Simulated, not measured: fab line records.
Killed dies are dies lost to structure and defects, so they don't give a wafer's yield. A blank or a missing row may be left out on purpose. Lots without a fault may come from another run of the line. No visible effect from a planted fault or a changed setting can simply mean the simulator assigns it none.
Matching of chambers | flow gf180mcu | GF_V4_CMP_04 on cmp-01 has 4 sister chambers
The step polishes SiO2. 8 wafers are shown with their chamber, then 7 later ones without.

== WAFERS WITH THEIR CHAMBER ==
wafer  | chamber | motor current A (A) | head pressure psi (psi)
L681.1 | 3       | 11.6                | 3.994
L686.2 | 2       | 12.2                | 4.000
L686.4 | 0       | 11.7                | 3.995
L688.1 | 0       | 11.4                | 4.008
L688.3 | 3       | 11.5                | 4.005
L690.1 | 2       | 12.1                | 3.983
L690.2 | 1       | 12.2                | 4.008
L690.6 | 1       | 12.2                | 4.016

== WAFERS WITH NO CHAMBER GIVEN ==
wafer  | motor current A (A) | head pressure psi (psi)
L691.1 | 11.9                | 3.990
L691.3 | 12.0                | 3.994
L691.4 | 13.3                | 3.988
L696.2 | 12.5                | 4.007
L701.1 | 11.6                | 4.010
L701.5 | 12.7                | 4.000
L701.6 | 12.4                | 4.003

== WHICH CHAMBER EACH WENT THROUGH ==
wafer  | from the rows above               | in truth
L691.1 | can't be placed: 2 or 3 or 0 or 1 | 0
L691.3 | can't be placed: 2 or 1           | 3
L691.4 | can't be placed: 1 or 2           | 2
L696.2 | can't be placed: 1 or 2           | 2
L701.1 | can't be placed: 0 or 3           | 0
L701.5 | can't be placed: 1 or 2           | 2
L701.6 | can't be placed: 1 or 2           | 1
Correctly placed: 0 of 7. From these rows, 7 cannot be placed; in 6 the true chamber is one of the candidates. Wrongly placed: 0.
How it was worked out, from the rows above alone: a wafer's distance from a chamber is the root of the sum, over the readings, of the square of ((its reading less the chamber's mean) divided by the reading's scatter). If the next closest chamber is less than 2 further off than the closest, the wafer can't be placed; otherwise it belongs to the closest. Each chamber's mean is taken over the wafers shown for it. The scatter: the root of (the sum of the squares of (reading less its chamber's mean) over the shown wafers, divided by (wafers less chambers)).
